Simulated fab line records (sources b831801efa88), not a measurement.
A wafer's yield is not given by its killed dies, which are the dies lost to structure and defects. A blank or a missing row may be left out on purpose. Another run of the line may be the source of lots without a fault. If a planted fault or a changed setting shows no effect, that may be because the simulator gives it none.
fab line records ; flow sky130
record: lots: 14; wafers: 42; lastDay: 50
route steps=708 shown POLY_GATE@224
lots untouched by any fault: they come from a run of this same line in which no faults occurred
startH: hours from the record's opening day to when the first of the lot's shown wafers began ; waitH: how many hours have passed since the lot's step before this one ; " the same as in the row above ; L1.1+2: a single row standing in for several wafers ; - no value present, or no start provided ; * or withheld: withheld ; < > ~ a bound
route shown NAME@n: NAME is a module with steps in the file, n the number in the route of the first one ; usual: mean/standard deviation taken from wafers without a fault ; same: alike in all rows ; chamber/n: place in a boat ; sites: each site's reading ; _std_site: the values' standard deviation ; _edge_site: outer sites' mean less inner sites' ; radiusMm: for every site, how far away it sits from the centre of the wafer ; mask NAME#n: copy n ; behind: the tool/chamber that last shaped the wafer ; hold: why the lot was held/for how many hours/how that ended ; device: names the non-switching transistor (n, p or np) ; end of line: the tests these same wafers got at the end of their route ; for a step that has no rows: nothing shown but its recipe ; killed: dies that structure and defects cost at the first sort, which is not the same as the wafer's yield ; map: a wafer's dies, marking killed ones x, the rest . and places with no die _
set.NAME: the run value of the setting; set.NAME@STEP: its run value at that earlier step ; model.NAME: the simulator's own value behind a step, which no gauge read
route steps across a sampled set of lots; one table per step, one row per wafer
services: the hour from which a tool's chamber was out of use, counted from the record's first day as startH (under 0 if before that day), plus the number of hours and why
== steps ==
step: SKY_POLY_GATE_EXPOSE_10
recipe: maskId: P1M; na: 0.68; sourceShape: conventional; sigmaOuter: 0.6; targetCdNm: 150; doseMj: 28
usual: exposureDoseMJCm2: 27.96/0.03; focusOffsetNm: 0.1/0.43
lot.wafer;tool;chamber;startH;waitH;mask;exposureDoseMJCm2;focusOffsetNm
L554.2;krfScanner-01;0;362.37;-;P1M#0;27.96;-0.2
L554.4;krfScanner-01;0;362.37;-;P1M#0;27.99;0.2
L554.5;krfScanner-01;0;362.37;-;P1M#0;27.98;0.3
L555.2;krfScanner-02;0;366.37;-;P1M#0;27.93;-0.9
L555.5;krfScanner-02;0;366.37;-;P1M#0;27.96;0.2
L555.6;krfScanner-02;0;366.37;-;P1M#0;27.95;0.3
L556.1;krfScanner-02;0;375.08;-;P1M#0;27.96;0.1
L556.4;krfScanner-02;0;375.08;-;P1M#0;28.00;0.6
L556.5;krfScanner-02;0;375.08;-;P1M#0;27.97;-0.1
L557.2;krfScanner-01;0;386.37;-;P1M#0;27.96;0.2
L557.3;krfScanner-01;0;386.37;-;P1M#0;28.00;0.9
L557.6;krfScanner-01;0;386.37;-;P1M#0;27.98;0.6
L558.1;krfScanner-01;0;393.40;-;P1M#0;27.99;-0.4
L558.2;krfScanner-01;0;393.40;-;P1M#0;27.98;0.1
L558.6;krfScanner-01;0;393.40;-;P1M#0;27.96;0.4
L559.3;krfScanner-02;0;416.94;-;P1M#0;27.98;0.1
L559.4;krfScanner-02;0;416.94;-;P1M#0;27.99;-0.8
L559.5;krfScanner-02;0;416.94;-;P1M#0;27.94;0.2
L561.2;krfScanner-01;0;427.62;-;P1M#0;27.98;0.1
L561.3;krfScanner-01;0;427.62;-;P1M#0;28.01;0.0
L561.6;krfScanner-01;0;427.62;-;P1M#0;27.97;0.6
L566.2;krfScanner-02;0;464.40;-;P1M#0;27.98;-0.3
L566.3;krfScanner-02;0;464.40;-;P1M#0;27.91;-0.1
L566.5;krfScanner-02;0;464.40;-;P1M#0;27.94;-0.3
L568.2;krfScanner-02;-;483.82;-;P1M#0;-;-
L568.5;krfScanner-02;-;483.82;-;P1M#0;-;-
L568.6;krfScanner-02;-;483.82;-;P1M#0;-;-
L569.1;krfScanner-01;-;487.27;-;P1M#0;-;-
L569.2;krfScanner-01;-;487.27;-;P1M#0;-;-
L569.5;krfScanner-01;-;487.27;-;P1M#0;-;-
L572.1;krfScanner-01;0;514.82;-;P1M#0;27.97;0.8
L572.5;krfScanner-01;0;514.82;-;P1M#0;27.99;0.5
L572.6;krfScanner-01;0;514.82;-;P1M#0;28.01;-0.5
L574.2;krfScanner-02;0;529.24;-;P1M#0;27.88;0.3
L574.5;krfScanner-02;0;529.24;-;P1M#0;27.90;-0.2
L574.6;krfScanner-02;0;529.24;-;P1M#0;27.96;0.1
L576.3;krfScanner-01;0;549.11;-;P1M#0;27.99;0.4
L576.4;krfScanner-01;0;549.11;-;P1M#0;27.98;0.8
L576.5;krfScanner-01;0;549.11;-;P1M#0;28.01;0.8
L577.1;krfScanner-02;0;555.57;-;P1M#0;27.91;-0.2
L577.3;krfScanner-02;0;555.57;-;P1M#0;27.91;0.8
L577.4;krfScanner-02;0;555.57;-;P1M#0;27.89;-0.5
step: SKY_POLY_GATE_CD_MEAS_13
recipe: targetCdNm: 150
usual: cdNm: 149.8/1.6
lot.wafer;tool;chamber;startH;waitH;cdNm
L554.2;cdSem-02;-;376.22;-;148.5
L554.4;cdSem-02;-;376.22;-;148.7
L554.5;cdSem-02;-;376.22;-;150.1
L555.2;cdSem-01;-;380.47;-;149.5
L555.5;cdSem-01;-;380.47;-;148.2
L555.6;cdSem-01;-;380.47;-;148.8
L556.1;cdSem-01;-;388.93;-;149.9
L556.4;cdSem-01;-;388.93;-;149.8
L556.5;cdSem-01;-;388.93;-;149.0
L557.2;cdSem-02;-;400.90;-;154.7
L557.3;cdSem-02;-;400.90;-;153.3
L557.6;cdSem-02;-;400.90;-;155.0
L558.1;cdSem-01;-;406.93;-;147.4
L558.2;cdSem-01;-;406.93;-;148.4
L558.6;cdSem-01;-;406.93;-;147.8
L559.3;cdSem-02;-;432.59;-;150.0
L559.4;cdSem-02;-;432.59;-;150.0
L559.5;cdSem-02;-;432.59;-;149.5
L561.2;cdSem-02;-;442.77;-;149.0
L561.3;cdSem-02;-;442.77;-;150.4
L561.6;cdSem-02;-;442.77;-;149.5
L566.2;cdSem-02;-;479.02;-;149.0
L566.3;cdSem-02;-;479.02;-;148.3
L566.5;cdSem-02;-;479.02;-;148.2
L568.2;cdSem-02;-;499.25;-;-
L568.5;cdSem-02;-;499.25;-;-
L568.6;cdSem-02;-;499.25;-;-
L569.1;cdSem-02;-;502.48;-;-
L569.2;cdSem-02;-;502.48;-;-
L569.5;cdSem-02;-;502.48;-;-
L572.1;cdSem-02;-;530.64;-;149.7
L572.5;cdSem-02;-;530.64;-;149.0
L572.6;cdSem-02;-;530.64;-;148.2
L574.2;cdSem-01;-;544.40;-;149.9
L574.5;cdSem-01;-;544.40;-;151.4
L574.6;cdSem-01;-;544.40;-;150.7
L576.3;cdSem-01;-;564.14;-;149.1
L576.4;cdSem-01;-;564.14;-;147.6
L576.5;cdSem-01;-;564.14;-;148.7
L577.1;cdSem-01;-;570.09;-;152.7
L577.3;cdSem-01;-;570.09;-;151.9
L577.4;cdSem-01;-;570.09;-;150.9
step: SKY_POLY_GATE_ETCH_15
recipe: chemistry: N2/H2; target: BARC; ionEnergyEv: 200; sourceW: 500; biasW: 100; pressureMtorr: 30; n2FlowSccm: 100; h2FlowSccm: 200; stopOn: SiO2; timeS: 118.5; targetDepthA: 1100
usual: drypumpMotorCurrentA: 5.6/0.49; h2FlowSccm: 199.9/0.56; n2FlowSccm: 100.01/0.29; oesProductAu: 0.716/0.0048; throttleValvePct: 13.213/0.0097
lot.wafer;tool;chamber;startH;waitH;drypumpMotorCurrentA;h2FlowSccm;n2FlowSccm;oesProductAu;rfHoursCounterH;throttleValvePct
L554.2;rieDiel-02;1;376.35;0.0;5.2;200.7;100.05;0.715;11;13.199
L554.4;rieDiel-02;0;376.35;0.0;5.9;200.2;100.14;0.714;6;13.205
L554.5;rieDiel-02;3;376.35;0.0;5.1;199.7;100.38;0.716;-;13.209
L555.2;rieDiel-02;0;380.60;0.0;5.9;199.6;99.81;0.707;6;13.217
L555.5;rieDiel-02;0;380.60;0.0;5.9;199.8;99.56;0.710;-;13.205
L555.6;rieDiel-02;3;380.60;0.0;5.1;199.8;100.09;0.710;-;13.221
L556.1;rieDiel-01;1;389.09;0.0;4.8;199.3;100.13;0.715;77;13.207
L556.4;rieDiel-01;0;389.09;0.0;5.6;200.3;99.42;0.710;11;13.201
L556.5;rieDiel-01;3;389.09;0.0;5.5;199.8;99.75;0.716;-;13.219
L557.2;rieDiel-02;3;401.04;0.0;5.1;200.5;99.78;0.706;8;13.223
L557.3;rieDiel-02;2;401.04;0.0;5.8;199.5;100.29;0.712;2;13.220
L557.6;rieDiel-02;1;401.04;0.0;5.2;200.1;100.30;0.711;-;13.196
L558.1;rieDiel-01;0;407.09;0.0;5.6;199.8;99.94;0.716;12;13.202
L558.2;rieDiel-01;3;407.09;0.0;5.5;200.0;99.74;0.716;64;13.207
L558.6;rieDiel-01;0;407.09;0.0;5.6;200.0;99.72;0.721;-;13.221
L559.3;rieDiel-01;1;432.70;0.0;4.7;199.6;100.06;0.714;78;13.202
L559.4;rieDiel-01;2;432.70;0.0;5.8;200.1;99.73;0.718;3;13.215
L559.5;rieDiel-01;3;432.70;0.0;5.4;199.0;100.04;0.718;-;13.216
L561.2;rieDiel-03;2;442.90;0.0;6.5;200.5;100.32;0.712;5;13.200
L561.3;rieDiel-03;0;442.90;0.0;5.1;199.1;99.79;0.710;13;13.222
L561.6;rieDiel-03;3;442.90;0.0;6.3;199.2;99.94;0.719;-;13.218
L566.2;rieDiel-02;0;479.15;0.0;5.9;199.6;100.38;0.720;8;13.201
L566.3;rieDiel-02;3;479.15;0.0;5.1;199.2;99.82;0.715;9;13.214
L566.5;rieDiel-02;2;479.15;0.0;5.8;200.6;99.88;0.723;-;13.214
L568.2;rieDiel-02;0;499.39;0.0;5.9;200.0;99.93;0.718;9;13.198
L568.5;rieDiel-02;3;499.39;0.0;5.1;199.4;99.72;0.721;-;13.188
L568.6;rieDiel-02;2;499.39;0.0;5.8;200.3;99.76;0.715;-;13.203
L569.1;rieDiel-01;1;502.64;0.0;4.7;200.0;99.77;0.718;79;13.211
L569.2;rieDiel-01;3;502.64;0.0;5.4;200.8;99.76;0.715;66;13.196
L569.5;rieDiel-01;0;502.64;0.0;5.6;199.5;100.19;0.715;-;13.210
L572.1;rieDiel-01;2;530.80;0.0;5.8;199.7;100.19;0.718;4;13.213
L572.5;rieDiel-01;2;530.80;0.0;5.8;200.7;100.15;0.719;-;13.216
L572.6;rieDiel-01;1;530.80;0.0;4.7;200.9;99.89;0.720;-;13.204
L574.2;rieDiel-01;0;544.54;0.0;5.6;199.8;100.12;0.721;14;13.214
L574.5;rieDiel-01;3;544.54;0.0;5.4;199.6;99.75;0.715;-;13.209
L574.6;rieDiel-01;2;544.54;0.0;5.8;200.3;100.41;0.719;-;13.229
L576.3;rieDiel-03;1;564.25;0.0;5.5;199.8;100.51;0.711;7;13.209
L576.4;rieDiel-03;2;564.25;0.0;6.5;199.8;99.80;0.720;7;13.210
L576.5;rieDiel-03;1;564.25;0.0;5.4;200.3;100.26;0.714;-;13.204
L577.1;rieDiel-02;2;570.25;0.0;5.8;201.0;99.89;0.712;5;13.208
L577.3;rieDiel-02;3;570.25;0.0;5.1;199.2;99.71;0.708;11;13.224
L577.4;rieDiel-02;0;570.25;0.0;5.9;200.2;99.61;0.715;10;13.220
step: SKY_POLY_GATE_STRIP_18
recipe: chemistry: O2/N2; powerW: 1400; pressureMtorr: 1500; platenTempC: withheld; o2FlowSccm: 3000; n2FlowSccm: 300; overashFraction: 0.5
usual: drypumpMotorCurrentA: 5.6/0.42; n2FlowSccm: 300.3/0.85; oesProductAu: 0.361/0.0047; stripTimeToEndpointS: 3.16/0.045
lot.wafer;tool;chamber;startH;waitH;drypumpMotorCurrentA;n2FlowSccm;oesProductAu;rfHoursCounterH;stripTimeToEndpointS
L554.2;plasmaAsher-01;1;376.59;0.0;5.4;300.5;0.356;26;3.09
L554.4;plasmaAsher-01;0;376.59;0.0;5.9;300.5;0.353;-;3.13
L554.5;plasmaAsher-01;0;376.59;0.0;5.9;302.0;0.361;-;3.16
L555.2;plasmaAsher-02;1;380.84;0.0;5.1;299.3;0.357;69;3.14
L555.5;plasmaAsher-02;1;380.84;0.0;5.1;300.1;0.365;-;3.13
L555.6;plasmaAsher-02;0;380.84;0.0;5.2;300.3;0.370;-;3.20
L556.1;plasmaAsher-01;0;389.32;0.0;5.9;300.4;0.360;28;3.21
L556.4;plasmaAsher-01;1;389.32;0.0;5.4;300.6;0.360;-;3.18
L556.5;plasmaAsher-01;1;389.32;0.0;5.4;300.4;0.361;-;3.22
L557.2;plasmaAsher-03;0;401.27;0.0;6.1;299.4;0.370;61;3.17
L557.3;plasmaAsher-03;1;401.27;0.0;6.0;300.4;0.367;-;3.16
L557.6;plasmaAsher-03;1;401.27;0.0;6.0;301.3;0.362;-;3.18
L558.1;plasmaAsher-03;0;407.32;0.0;6.1;300.5;0.346;62;3.11
L558.2;plasmaAsher-03;1;407.32;0.0;6.0;300.7;0.361;62;3.18
L558.6;plasmaAsher-03;0;407.32;0.0;6.1;300.2;0.357;-;3.10
L559.3;plasmaAsher-01;1;432.97;0.1;5.4;299.1;0.369;-;3.25
L559.4;plasmaAsher-01;0;432.97;0.1;5.9;300.2;0.363;-;3.23
L559.5;plasmaAsher-01;0;432.97;0.1;5.9;300.5;0.362;-;3.21
L561.2;plasmaAsher-03;1;443.14;0.0;6.0;301.5;0.366;66;3.16
L561.3;plasmaAsher-03;0;443.14;0.0;6.1;300.7;0.361;-;3.15
L561.6;plasmaAsher-03;1;443.14;0.0;6.0;301.2;0.363;-;3.12
L566.2;plasmaAsher-02;1;479.39;0.0;5.1;298.8;0.367;4;3.17
L566.3;plasmaAsher-02;1;479.39;0.0;5.1;300.1;0.359;-;3.17
L566.5;plasmaAsher-02;1;479.39;0.0;5.1;298.6;0.355;-;3.13
L568.2;plasmaAsher-03;0;499.62;0.0;6.1;300.3;0.352;71;3.09
L568.5;plasmaAsher-03;1;499.62;0.0;6.0;299.6;0.361;-;3.11
L568.6;plasmaAsher-03;0;499.62;0.0;6.2;300.4;0.356;-;3.05
L569.1;plasmaAsher-03;0;502.87;0.0;6.1;300.2;0.365;72;3.26
L569.2;plasmaAsher-03;1;502.87;0.0;6.0;299.5;0.359;72;3.22
L569.5;plasmaAsher-03;0;502.87;0.0;6.1;299.3;0.360;-;3.17
L572.1;plasmaAsher-03;0;531.04;0.0;6.1;299.9;0.364;74;3.20
L572.5;plasmaAsher-03;1;531.04;0.0;6.0;301.1;0.354;-;3.20
L572.6;plasmaAsher-03;0;531.04;0.0;6.1;300.3;0.359;-;3.22
L574.2;plasmaAsher-02;0;544.77;0.0;5.2;300.5;0.375;11;3.14
L574.5;plasmaAsher-02;0;544.77;0.0;5.2;301.1;0.362;-;3.27
L574.6;plasmaAsher-02;1;544.77;0.0;5.1;301.4;0.368;-;3.22
L576.3;plasmaAsher-02;1;564.52;0.1;5.1;302.7;0.359;-;3.17
L576.4;plasmaAsher-02;0;564.52;0.1;5.2;301.0;0.363;-;3.15
L576.5;plasmaAsher-02;1;564.52;0.1;5.1;300.4;0.355;-;3.12
L577.1;plasmaAsher-03;0;570.49;0.0;6.1;300.3;0.357;78;3.11
L577.3;plasmaAsher-03;1;570.49;0.0;6.0;299.7;0.361;-;3.12
L577.4;plasmaAsher-03;0;570.49;0.0;6.1;301.2;0.366;-;3.18
== services ==
tool;chamber;startH;hours;kind
krfScanner-01;-;341.10;0.9;repair
krfScanner-01;-;351.73;0.8;pm
krfScanner-01;-;375.54;4.4;pm
plasmaAsher-02;-;384.96;13.3;repair
krfScanner-01;-;391.88;1.3;pm
krfScanner-02;-;394.12;4.4;pm
plasmaAsher-03;-;397.36;1.1;repair
krfScanner-01;-;398.50;0.8;pm
krfScanner-01;-;401.61;1.0;pm
rieDiel-01;3;402.96;2.6;repair
plasmaAsher-02;-;421.25;9.0;pm
rieDiel-01;3;425.08;3.4;repair
rieDiel-01;-;427.08;4.0;pm
rieDiel-02;0;442.18;1.8;repair
krfScanner-02;-;452.96;1.3;pm
rieDiel-02;3;453.14;4.3;repair
rieDiel-01;2;458.88;21.0;repair
krfScanner-02;-;465.37;0.8;pm
krfScanner-02;-;505.43;1.0;pm
krfScanner-01;-;520.53;0.8;pm
rieDiel-01;3;524.41;4.6;repair
krfScanner-02;-;533.33;1.0;repair
plasmaAsher-03;-;542.43;2.7;repair
krfScanner-01;-;567.78;1.3;pm
== key ==
firstSign: step: SKY_POLY_GATE_EXPOSE_10; reading: toolRecord; direction: missing
effect none on later readings
metAt SKY_POLY_GATE_EXPOSE_10
struckLots L568,L569
laterRowsLeftOut L568.2,L568.5,L568.6,L569.1,L569.2,L569.5
sortLeftOut L568.2,L568.5,L568.6,L569.1,L569.2,L569.5
testerLeftOut L568,L569
notActingAt SKY_POLY_GATE_CD_MEAS_13,SKY_POLY_GATE_ETCH_15,SKY_POLY_GATE_STRIP_18
onsetBetween 464.40 483.82
fault: kind: skippedStepWhole; tool: krfScanner-01,krfScanner-02; chamber: -; onsetH: 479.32; steps: SKY_POLY_GATE_EXPOSE_10; scope: struckLotsOnly
testerLeftOut: of these lots the tester's yield and bins aren't shown, on N5 and GAA mostly nor the transistor test; their killed dies are dies lost to structure and defects alone, not to doping, threshold or leakage, so they don't give the yield
sortLeftOut: the simulated sort isn't trusted on such a fault, so these wafers' sort isn't shown, and their yield isn't known
laterRowsLeftOut: the simulator's readings of these wafers behind a module that went badly wrong aren't trusted and aren't shown, but for the sort
